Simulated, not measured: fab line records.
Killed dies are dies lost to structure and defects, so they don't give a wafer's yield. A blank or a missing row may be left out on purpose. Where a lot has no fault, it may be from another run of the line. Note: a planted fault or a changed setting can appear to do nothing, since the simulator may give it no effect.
Which tool did it? | flow gf180mcu | 33 wafers from 11 lots sampled at 2 of the route's 602 steps

## WHAT THE GAUGES READ, wafer by wafer
GF_NWELL_TW_MEAS_11.
lot  | measured    | on            | NWELL_TW
L706 | day 4 08:13 | film metro-03 | 1565 1563 1563
L707 | day 4 23:35 | film metro-03 | 1562 1560 1567
L709 | day 5 04:14 | film metro-03 | 1563 1562 1552
L710 | day 5 06:43 | film metro-01 | 1833 1842 1833
L711 | day 5 15:38 | film metro-03 | 1837 1833 1830
L712 | day 5 19:58 | film metro-03 | 1567 1571 1560
L713 | day 5 20:19 | film metro-01 | 1567 1576 1565
L718 | day 6 23:52 | film metro-03 | 1563 1564 1557
L719 | day 7 05:42 | film metro-03 | 1555 1553 1554
L720 | day 7 08:49 | film metro-02 | 1537 1542 1534
L725 | day 8 16:55 | film metro-03 | 1569 1556 1564

## WHAT TOOL EACH LOT RAN ON (gives the tool, then ch and the chambers of the sampled wafers, and finally the start)
lot  | GF_DNWELL_COAT_02
L706 | litho track-01 ch 0, day 3 11:46
L707 | litho track-04 ch 0, day 4 01:59
L709 | litho track-03 ch 0, day 4 06:28
L710 | litho track-04, day 4 09:02
L711 | litho track-01, day 4 17:14
L712 | litho track-01 ch 0, day 4 22:44
L713 | litho track-03 ch 0, day 4 23:19
L718 | litho track-04 ch 0, day 6 01:35
L719 | litho track-04 ch 0, day 6 07:32
L720 | litho track-01 ch 0, day 6 10:04
L725 | litho track-01 ch 0, day 7 15:20
- GF_DNWELL_COAT_02: resist thk 3000 nm.

## THE ANSWER, worked out from the rows above alone
Rule: usual is defined by the lots themselves. Put in order of their means at a reading, lots are off if they are a third of the lots or fewer, leave a main group of 4 or more, and stand apart from it by a gap of 3 or more times the standard deviation of the main group's means; of several such gaps the widest counts. A main group whose means are all the same, to the digits that the tables above print for the reading, isn't used. Also off: a lot with no number at a reading for which 4 or more lots have one. The other lots that the step has rows for count as sound.
Off: at GF_NWELL_TW_MEAS_11 (NWELL_TW), L710, L711. For the main group the mean is 1560 and the standard deviation 8.8.
If a tool, at a process step before that reading, ran all the lots that are off and no sound lot after the first of them, it fits. Those tools and the gauges at GF_NWELL_TW_MEAS_11 are tried in the same way. Not one of the candidates tried fits.

## WHAT THE SIMULATOR PUT IN
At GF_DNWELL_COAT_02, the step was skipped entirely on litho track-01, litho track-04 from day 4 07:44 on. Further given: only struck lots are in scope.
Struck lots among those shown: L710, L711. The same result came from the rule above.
